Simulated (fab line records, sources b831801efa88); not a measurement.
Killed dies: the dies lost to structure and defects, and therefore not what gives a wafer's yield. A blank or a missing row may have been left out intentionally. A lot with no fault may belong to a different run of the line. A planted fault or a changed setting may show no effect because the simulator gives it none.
What tool caused it? || flow gf180mcu || 14 lots with 42 wafers sampled at 4 steps, on a route of 602 steps

## WHAT EACH GAUGE READ, for each wafer
GF_POLY_GATE_OVL_MEAS_11. Usual: for POLY_GATE_OVL the level is 0 nm and the standard deviation is 5.2.
{"lot": "L472", "measured": "day 10 14:10", "on": "overlay-02", "POLY_GATE_OVL (nm)": "1 -4 6", "flag": ""}
{"lot": "L474", "measured": "day 10 23:19", "on": "overlay-02", "POLY_GATE_OVL (nm)": "2 11 3", "flag": ""}
{"lot": "L475", "measured": "day 11 03:13", "on": "overlay-01", "POLY_GATE_OVL (nm)": "0 5 5", "flag": ""}
{"lot": "L476", "measured": "day 11 15:09", "on": "overlay-02", "POLY_GATE_OVL (nm)": "-4 6 -1", "flag": ""}
{"lot": "L478", "measured": "day 12 06:17", "on": "overlay-02", "POLY_GATE_OVL (nm)": "-5 -6 3", "flag": ""}
{"lot": "L479", "measured": "day 12 11:22", "on": "overlay-02", "POLY_GATE_OVL (nm)": "0 9 -3", "flag": ""}
{"lot": "L480", "measured": "day 12 19:16", "on": "overlay-02", "POLY_GATE_OVL (nm)": "-3 -2 -2", "flag": ""}
{"lot": "L481", "measured": "day 13 02:34", "on": "overlay-01", "POLY_GATE_OVL (nm)": "- - -", "flag": "OFF"}
{"lot": "L482", "measured": "day 13 08:43", "on": "overlay-02", "POLY_GATE_OVL (nm)": "- - -", "flag": "OFF"}
{"lot": "L486", "measured": "day 14 16:35", "on": "overlay-01", "POLY_GATE_OVL (nm)": "7 12 3", "flag": ""}
{"lot": "L488", "measured": "day 15 01:52", "on": "overlay-01", "POLY_GATE_OVL (nm)": "5 2 0", "flag": ""}
{"lot": "L489", "measured": "day 15 17:14", "on": "overlay-01", "POLY_GATE_OVL (nm)": "-5 -5 -6", "flag": ""}
{"lot": "L490", "measured": "day 15 21:04", "on": "overlay-02", "POLY_GATE_OVL (nm)": "-1 0 5", "flag": ""}
{"lot": "L491", "measured": "day 16 03:07", "on": "overlay-02", "POLY_GATE_OVL (nm)": "-8 -5 -9", "flag": ""}

GF_CONTACT_BOW_MEAS_05. Usual: for CONTACT_BOW the level is 66 um and the standard deviation is 6.9.
{"lot": "L472", "measured": "day 16 21:07", "on": "film-metro-01", "CONTACT_BOW (um)": "58 55 51", "flag": ""}
{"lot": "L474", "measured": "day 17 07:23", "on": "film-metro-03", "CONTACT_BOW (um)": "61 81 72", "flag": ""}
{"lot": "L475", "measured": "day 17 11:47", "on": "film-metro-03", "CONTACT_BOW (um)": "65 59 68", "flag": ""}
{"lot": "L476", "measured": "day 18 03:04", "on": "film-metro-04", "CONTACT_BOW (um)": "63 67 70", "flag": ""}
{"lot": "L478", "measured": "day 18 23:48", "on": "film-metro-04", "CONTACT_BOW (um)": "59 63 56", "flag": ""}
{"lot": "L479", "measured": "day 19 06:07", "on": "film-metro-03", "CONTACT_BOW (um)": "74 61 75", "flag": ""}
{"lot": "L480", "measured": "day 19 13:01", "on": "film-metro-01", "CONTACT_BOW (um)": "64 60 61", "flag": ""}
{"lot": "L486", "measured": "day 21 19:20", "on": "film-metro-03", "CONTACT_BOW (um)": "69 64 64", "flag": ""}
{"lot": "L488", "measured": "day 22 06:34", "on": "film-metro-03", "CONTACT_BOW (um)": "60 64 72", "flag": ""}
{"lot": "L489", "measured": "day 22 23:57", "on": "film-metro-03", "CONTACT_BOW (um)": "66 61 64", "flag": ""}
{"lot": "L490", "measured": "day 23 01:37", "on": "film-metro-04", "CONTACT_BOW (um)": "70 69 67", "flag": ""}
{"lot": "L491", "measured": "day 23 07:08", "on": "film-metro-03", "CONTACT_BOW (um)": "68 71 65", "flag": ""}

GF_V1_BOW_MEAS_05. Usual: for V1_BOW the level is 82 um and the standard deviation is 7.3.
{"lot": "L472", "measured": "day 18 23:32", "on": "film-metro-01", "V1_BOW (um)": "75 74 70", "flag": ""}
{"lot": "L474", "measured": "day 19 10:13", "on": "film-metro-01", "V1_BOW (um)": "77 99 89", "flag": ""}
{"lot": "L475", "measured": "day 19 15:00", "on": "film-metro-03", "V1_BOW (um)": "76 71 79", "flag": ""}
{"lot": "L476", "measured": "day 20 07:10", "on": "film-metro-02", "V1_BOW (um)": "79 84 84", "flag": ""}
{"lot": "L478", "measured": "day 21 03:27", "on": "film-metro-03", "V1_BOW (um)": "84 89 82", "flag": ""}
{"lot": "L479", "measured": "day 21 10:45", "on": "film-metro-01", "V1_BOW (um)": "89 76 91", "flag": ""}
{"lot": "L480", "measured": "day 21 16:51", "on": "film-metro-01", "V1_BOW (um)": "79 75 76", "flag": ""}
{"lot": "L486", "measured": "day 23 21:03", "on": "film-metro-02", "V1_BOW (um)": "89 84 84", "flag": ""}
{"lot": "L488", "measured": "day 24 06:34", "on": "film-metro-02", "V1_BOW (um)": "79 82 93", "flag": ""}
{"lot": "L489", "measured": "day 24 22:32", "on": "film-metro-03", "V1_BOW (um)": "83 76 80", "flag": ""}
{"lot": "L490", "measured": "day 25 00:37", "on": "film-metro-01", "V1_BOW (um)": "85 83 82", "flag": ""}
{"lot": "L491", "measured": "day 25 06:21", "on": "film-metro-01", "V1_BOW (um)": "79 82 76", "flag": ""}

## TOOL THAT RAN EACH LOT (tool first, then ch and the chambers of the sampled wafers, then the start)
{"lot": "L472", "GF_POLY_GATE_EXPOSE_07": "krf-scanner-01 ch 0, day 10 05:26"}
{"lot": "L474", "GF_POLY_GATE_EXPOSE_07": "krf-scanner-01 ch 0, day 10 14:23"}
{"lot": "L475", "GF_POLY_GATE_EXPOSE_07": "krf-scanner-01 ch 0, day 10 17:56"}
{"lot": "L476", "GF_POLY_GATE_EXPOSE_07": "krf-scanner-02 ch 0, day 11 05:49"}
{"lot": "L478", "GF_POLY_GATE_EXPOSE_07": "krf-scanner-02 ch 0, day 11 21:06"}
{"lot": "L479", "GF_POLY_GATE_EXPOSE_07": "krf-scanner-01 ch 0, day 12 01:55"}
{"lot": "L480", "GF_POLY_GATE_EXPOSE_07": "krf-scanner-01 ch 0, day 12 09:26"}
{"lot": "L481", "GF_POLY_GATE_EXPOSE_07": "krf-scanner-02, day 12 17:05"}
{"lot": "L482", "GF_POLY_GATE_EXPOSE_07": "krf-scanner-02, day 12 22:46"}
{"lot": "L486", "GF_POLY_GATE_EXPOSE_07": "krf-scanner-01 ch 0, day 14 06:23"}
{"lot": "L488", "GF_POLY_GATE_EXPOSE_07": "krf-scanner-02 ch 0, day 14 15:05"}
{"lot": "L489", "GF_POLY_GATE_EXPOSE_07": "krf-scanner-02 ch 0, day 15 05:59"}
{"lot": "L490", "GF_POLY_GATE_EXPOSE_07": "krf-scanner-02 ch 0, day 15 10:43"}
{"lot": "L491", "GF_POLY_GATE_EXPOSE_07": "krf-scanner-02 ch 0, day 15 16:22"}
- GF_POLY_GATE_EXPOSE_07: exposes mask Poly2, target cd 280 nm.

## AS READ BY THE TOOLS THEMSELVES (means over the sampled wafers that have a number; for cases with no such wafer, the mark the record gives instead)
GF_POLY_GATE_EXPOSE_07. Usual: exposure-dose-mJ-cm2 27.412, standard deviation 0.029; focus-offset-nm -0.1 nm, standard deviation 0.6.
{"lot": "L472", "tool": "krf-scanner-01", "exposure-dose-mJ-cm2": 27.388, "focus-offset-nm (nm)": 0.3, "flag": ""}
{"lot": "L474", "tool": "krf-scanner-01", "exposure-dose-mJ-cm2": 27.433, "focus-offset-nm (nm)": -0.1, "flag": ""}
{"lot": "L475", "tool": "krf-scanner-01", "exposure-dose-mJ-cm2": 27.420, "focus-offset-nm (nm)": 0.2, "flag": ""}
{"lot": "L476", "tool": "krf-scanner-02", "exposure-dose-mJ-cm2": 27.377, "focus-offset-nm (nm)": 0.3, "flag": ""}
{"lot": "L478", "tool": "krf-scanner-02", "exposure-dose-mJ-cm2": 27.386, "focus-offset-nm (nm)": -0.2, "flag": ""}
{"lot": "L479", "tool": "krf-scanner-01", "exposure-dose-mJ-cm2": 27.399, "focus-offset-nm (nm)": 0.3, "flag": ""}
{"lot": "L480", "tool": "krf-scanner-01", "exposure-dose-mJ-cm2": 27.397, "focus-offset-nm (nm)": 0.7, "flag": ""}
{"lot": "L481", "tool": "krf-scanner-02", "exposure-dose-mJ-cm2": "-", "focus-offset-nm (nm)": "-", "flag": "OFF"}
{"lot": "L482", "tool": "krf-scanner-02", "exposure-dose-mJ-cm2": "-", "focus-offset-nm (nm)": "-", "flag": "OFF"}
{"lot": "L486", "tool": "krf-scanner-01", "exposure-dose-mJ-cm2": 27.404, "focus-offset-nm (nm)": -0.2, "flag": ""}
{"lot": "L488", "tool": "krf-scanner-02", "exposure-dose-mJ-cm2": 27.397, "focus-offset-nm (nm)": -0.4, "flag": ""}
{"lot": "L489", "tool": "krf-scanner-02", "exposure-dose-mJ-cm2": 27.415, "focus-offset-nm (nm)": -0.8, "flag": ""}
{"lot": "L490", "tool": "krf-scanner-02", "exposure-dose-mJ-cm2": 27.396, "focus-offset-nm (nm)": 0.0, "flag": ""}
{"lot": "L491", "tool": "krf-scanner-02", "exposure-dose-mJ-cm2": 27.400, "focus-offset-nm (nm)": 0.1, "flag": ""}

## THE ANSWER, worked out from the rows above alone
Rule: lot off if the mean of its wafers having a number is beyond 3 standard deviations from the usual mean. A lot without any number at a reading at which 4 lots or more have one is off too. Any other lot the step has rows for is counted as sound. After the gauges, taken in route order, come the tools' own readings; for these a lot's mean is taken, as printed above. At the first step where some lot is off, the reading lying furthest off is the one used; lots without a number count as furthest.
Off: L481, L482, at GF_POLY_GATE_OVL_MEAS_11 (POLY_GATE_OVL). Without a number there: L481, L482.
If a tool, at a process step before that reading, ran all the lots that are off and no sound lot after the first of them, it fits. The gauges at GF_POLY_GATE_OVL_MEAS_11 aren't tried: what is off there is off at GF_POLY_GATE_EXPOSE_07 too, on other tools, and a gauge's error can't cause that. None of those tried fits.

## WHAT THE SIMULATOR PUT IN
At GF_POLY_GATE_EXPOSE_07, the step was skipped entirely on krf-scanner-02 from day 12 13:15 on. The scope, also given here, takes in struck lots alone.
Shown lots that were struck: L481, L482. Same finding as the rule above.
